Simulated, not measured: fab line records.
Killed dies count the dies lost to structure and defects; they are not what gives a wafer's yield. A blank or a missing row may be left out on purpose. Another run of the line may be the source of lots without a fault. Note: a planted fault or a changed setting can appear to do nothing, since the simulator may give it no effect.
Which tool did it?	flow sky130	Sampling: 6 lots, 18 wafers, 3 of 708 route steps

## WHAT THE GAUGES READ, wafer by wafer
SKY_VT_ADJUST_HVTR_TW_MEAS_11.
lot	measured	on	VT_ADJUST_HVTR_TW
L592	day 10 08:46	film_metro-03	210.9 210.8 209.4
L594	day 10 21:08	film_metro-01	212.4 213.4 213.2
L597	day 11 15:56	film_metro-01	168.4 169.4 168.9
L600	day 13 04:34	film_metro-02	170.1 169.5 169.5
L607	day 15 01:05	film_metro-02	213.2 211.9 212.1
L612	day 16 18:32	film_metro-01	212.4 211.9 211.5

## TOOL THAT RAN EACH LOT (tool first, then ch and the chambers of the sampled wafers, then the start)
lot	SKY_PWDE_STRIP_09	SKY_VT_ADJUST_HVTR_IMPLANT_09
L592	plasma_asher-02 ch 0,1, day 4 13:02	implanter-02 ch 0, day 10 08:32
L594	plasma_asher-03 ch 0,1, day 4 23:30	implanter-04 ch 0, day 10 20:54
L597	plasma_asher-04 ch 0,1, day 5 14:41	implanter-04 ch 0, day 11 15:41
L600	plasma_asher-02 ch 0,1, day 6 16:14	implanter-04 ch 0, day 13 04:20
L607	plasma_asher-04 ch 0,1, day 8 02:52	implanter-02 ch 0, day 15 00:50
L612	plasma_asher-04 ch 0,1, day 9 09:17	implanter-02 ch 0, day 16 18:17
- SKY_PWDE_STRIP_09: strips in O2/N2.
- SKY_VT_ADJUST_HVTR_IMPLANT_09

## THE ANSWER, worked out from the rows above alone
Rule: what is usual is taken from the lots themselves. The widest of any qualifying gaps counts: lots, ordered by their means at a reading, are off when they make up no more than a third of the lots, leave a main group of 4 or more, and stand apart from it by 3 or more times the standard deviation of that group's means. A main group whose means are all the same, to the digits that the tables above print for the reading, isn't used. A lot without any number at a reading at which 4 lots or more have one is off too. Any other lot the step has rows for is counted as sound.
Off: L597, L600, at SKY_VT_ADJUST_HVTR_TW_MEAS_11 (VT_ADJUST_HVTR_TW). The main group: mean 211.9, standard deviation 0.98.
If a tool, at a process step before that reading, ran all the lots that are off and no sound lot after the first of them, it fits. Those tools and the gauges at SKY_VT_ADJUST_HVTR_TW_MEAS_11 are tried in the same way. One fits: implanter-04 at SKY_VT_ADJUST_HVTR_IMPLANT_09. Its last sound lot is L594 (day 10 20:54), its first lot that is off L597 (day 11 15:41): a fault that began between those two fits.

## WHAT WAS PUT IN BY THE SIMULATOR
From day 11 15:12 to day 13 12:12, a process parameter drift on implanter-04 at SKY_VT_ADJUST_HVTR_IMPLANT_09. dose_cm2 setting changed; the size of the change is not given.
Shown lots that were struck: L597, L600. This agrees with what the rule above found.
